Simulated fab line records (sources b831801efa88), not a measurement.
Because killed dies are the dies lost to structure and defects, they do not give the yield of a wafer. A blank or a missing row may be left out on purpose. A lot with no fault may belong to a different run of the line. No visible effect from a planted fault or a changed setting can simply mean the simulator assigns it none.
Struck lot and sound lot, side by side ; flow sky130 ; 23 out of 708 route steps
Sound: wafers L582.4, L582.5, L582.6. Struck: wafer L590.5 (left out: L590.1, L590.3 of the same lot, which were not struck); the cause appears at the end.
For every step that has rows: the tool of each side, followed by ch and its chambers, followed by its first start. Under that, the readings that differ: sound wafers ; struck wafers ; difference of the means ; sigmas: that difference in standard deviations of wafers without a fault.
alike: readings with means less than 2 such deviations apart, plus words and numbers identical on both sides. not compared: withheld readings, readings lacking a value on some wafer, bounds such as >300 that could conceal the same value, and numbers that have no deviation in the record and whose values overlap.
Wherever a step has rows on one side only, a row that says differs or no value, or a row with sigmas, the two part there. When numbers do not overlap yet have no deviation, they are printed without sigmas and do not part them. A reading that every wafer of one side lacks parts them only if that side has two wafers or more.

first, 5 steps without rows for these wafers: SKY_POLY_CUT_COAT_03 (resist thk 450 nm); SKY_POLY_CUT_SOFTBAKE_04 (time 90 s); SKY_POLY_CUT_EXPOSE_05 (exposes mask NPCM, target cd 270 nm); SKY_POLY_CUT_PEB_06; SKY_POLY_CUT_DEVELOP_07 (develop time 60 s).
SKY_POLY_CUT_CD_MEAS_08 targets a cd of 270 nm.
  sound: cd-sem-01 at day 26 07:37; struck: cd-sem-02 at day 29 09:31
  alike: cd-nm
SKY_POLY_CUT_OVL_MEAS_09:
  sound: overlay-01 at day 26 07:41; struck: overlay-01 at day 29 09:38
  alike: POLY_CUT_OVL
SKY_POLY_CUT_ETCH_10: etches BARC in N2/H2, stops on SiO2, time 45.9 s, target depth 60 nm.
  sound on rie-diel-01 ch 0,2,3, day 26 07:44; struck on rie-diel-02 ch 2, day 29 09:40
reading;sound;struck;difference;sigmas
throttle-valve-pct (%);13.222 13.211 13.217;13.248;+0.031;+3
  alike: drypump-motor-current-A, n2-flow-sccm, oes-product-au
  not compared: rf-hours-counter-h
SKY_POLY_CUT_ETCH_11: etches Si3N4 in CF4/CH2F2/Ar, stops on poly-Si, time 42.5 s, target depth 60 nm.
  sound on rie-diel-01 ch 0,2,3, day 26 07:46; struck on rie-diel-02 ch 2, day 29 09:43
  alike: drypump-motor-current-A, oes-product-au, throttle-valve-pct
  not compared: rf-hours-counter-h
SKY_POLY_CUT_STRIP_12: strips in O2/N2.
  sound on plasma-asher-02 ch 0,1, day 26 07:50; struck on plasma-asher-04 ch 1, day 29 09:46
  alike: drypump-motor-current-A, n2-flow-sccm, oes-product-au, strip-time-to-endpoint-s
  not compared: rf-hours-counter-h
then, 2 steps without rows for these wafers: SKY_SD_P_DEHYDRATE_00 (time 60 s); SKY_SD_P_HMDS_01 (prime time 60 s).
SKY_SD_P_COAT_02: resist thk 1140 nm.
  sound on litho-track-02 ch 0, day 26 22:08; struck on litho-track-02 ch 0, day 29 23:40
reading;sound;struck;difference;sigmas
model.NOVOLAK_of_SD_P_COAT_02.thk-nm (nm);1140 1137 1143;1177;+37;
then, 3 steps without rows for these wafers: SKY_SD_P_SOFTBAKE_03 (time 60 s); SKY_SD_P_EXPOSE_04 (exposes mask PSDM, target cd 380 nm); SKY_SD_P_PEB_05.
SKY_SD_P_DEVELOP_06: develop time 60 s.
  sound on litho-track-04 ch 0, day 27 12:43; struck on litho-track-04 ch 0, day 30 13:17
reading;sound;struck;difference;sigmas
model.NOVOLAK_of_SD_P_COAT_02.thk-nm (nm);1140 1137 1143;1176;+36;
SKY_SD_P_CD_MEAS_07 targets a cd of 380 nm.
  sound: cd-sem-02 at day 27 12:50; struck: cd-sem-01 at day 30 13:26
  alike: cd-nm
SKY_SD_P_OVL_MEAS_08:
  sound: overlay-01 at day 27 12:55; struck: overlay-02 at day 30 13:33
  alike: SD_P_OVL
next, for these wafers, 1 step has no rows: SKY_SD_P_IMPLANT_09.
SKY_SD_P_STRIP_10: strips in O2/N2.
  sound on plasma-asher-04 ch 0,1, day 27 13:07; struck on plasma-asher-02 ch 1, day 30 13:44
reading;sound;struck;difference;sigmas
strip-time-to-endpoint-s (s);17.52 17.48 17.55;17.87;+0.35;+9
  alike: drypump-motor-current-A, n2-flow-sccm, oes-product-au
  not compared: rf-hours-counter-h
SKY_SD_P_TW_MEAS_11:
  sound: film-metro-02 at day 27 13:13; struck: film-metro-01 at day 30 13:50
  alike: SD_P_TW
next, for these wafers, 1 step has no rows: SKY_PAD_OPEN_PROBE_99.

## WHERE THEY PART
At SKY_POLY_CUT_ETCH_10 first; at SKY_SD_P_STRIP_10 last (within this record only). Later steps at which nothing parts them and some readings are alike: SKY_SD_P_TW_MEAS_11.

WHY: whatever the simulator had introduced
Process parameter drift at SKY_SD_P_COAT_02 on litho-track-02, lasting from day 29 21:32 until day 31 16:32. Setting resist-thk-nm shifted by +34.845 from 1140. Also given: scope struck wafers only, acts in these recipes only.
